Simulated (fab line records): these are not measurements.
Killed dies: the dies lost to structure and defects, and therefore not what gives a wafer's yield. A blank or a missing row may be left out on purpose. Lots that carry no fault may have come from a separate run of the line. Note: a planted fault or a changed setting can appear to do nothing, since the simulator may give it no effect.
Problem report, 8D (eight disciplines) form, completed by code / flow gf180mcu / the parts of the form that need people (team, actions taken, sign-off) are left out

## 1. WHAT IS WRONG
At GF_M4_SOFTBAKE_10, run-length-s averages 92.10 s over 6 wafers from 2 lots, while fault-free wafers read 89.21 s, standard deviation 0.13. That puts it +22 standard deviations away from the usual mean.
The step: time 60 s.
Earliest sighting: wafer L141.1 on litho-track-01 at day 27 02:44. The record holds 33 wafers of 11 lots with a number at this step. Rule for "out", or "out of limits": more than 4 standard deviations from the usual mean. Any other wafer with a number is counted as sound.

## 2. WHAT THIS IS AND IS NOT
question=which readings at this step | is=run-length-s | is not=plate-temp-C
question=which lots | is=L141, L142 | is not=L130, L131, L132, L133, L134, L135, L136, L148, L152
question=which wafers of those lots | is=all that have a number | is not=-
question=read on which tools | is=litho-track-01 | is not=litho-track-03, litho-track-04
question=when | is=from day 27 02:44 | is not=up to then (21 sound wafers); but 6 sound wafers of L148, L152 came after

## 3. THE SUSPECTS, EACH WITH WHAT RULES IT OUT
Counting: a tool at a process step up to the reading stays a suspect if it ran every lot that is out and no sound lot after the first of them.
- cmp-02 at GF_V3_CMP_26 (polishes, stops on SiO2, t overpolish 15 s, target thk 0 nm): ruled out as a lasting fault. After its first lot that is out, L141 (day 26 16:01), sound lots L148 ran on it.
- litho-track-01 at GF_M4_SOFTBAKE_10 (time 60 s): kept. It ran every lot that is out, first L141 (day 27 02:44), and no sound lot after that; its last sound lot up to then is L133 (day 23 23:17). Its own run-length-s readings are out on those wafers.
Left after counting: litho-track-01 at GF_M4_SOFTBAKE_10.

## 4. THE CAUSE (what the simulator had put in)
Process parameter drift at GF_M4_SOFTBAKE_10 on litho-track-01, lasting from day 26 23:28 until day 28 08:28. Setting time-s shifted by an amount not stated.
The count eliminated every tool but this one.

## 5. SEQUENCE OF EFFECTS, ordered by route
Rows list readings where the struck wafers' mean (over those with a number) sits beyond 3 standard deviations from the usual. Only readings whose record carries a usual standard deviation are examined. hours: median over the lots of the time between each lot's start at the first step of this table that gives one and its start at this step. sigmas: the change, counted in usual standard deviations.
hours=0; step=GF_M4_SOFTBAKE_10; reading=run-length-s; usual=89.21 s; on struck wafers=92.10; change=+2.89; sigmas=+22
Here are the process steps it includes:
- GF_M4_SOFTBAKE_10: time 60 s.

## 6. HOW IT WOULD HAVE BEEN CAUGHT EARLIER
In this record the first reading out of limits was taken at day 27 02:44, 3 hours after the fault began at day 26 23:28.
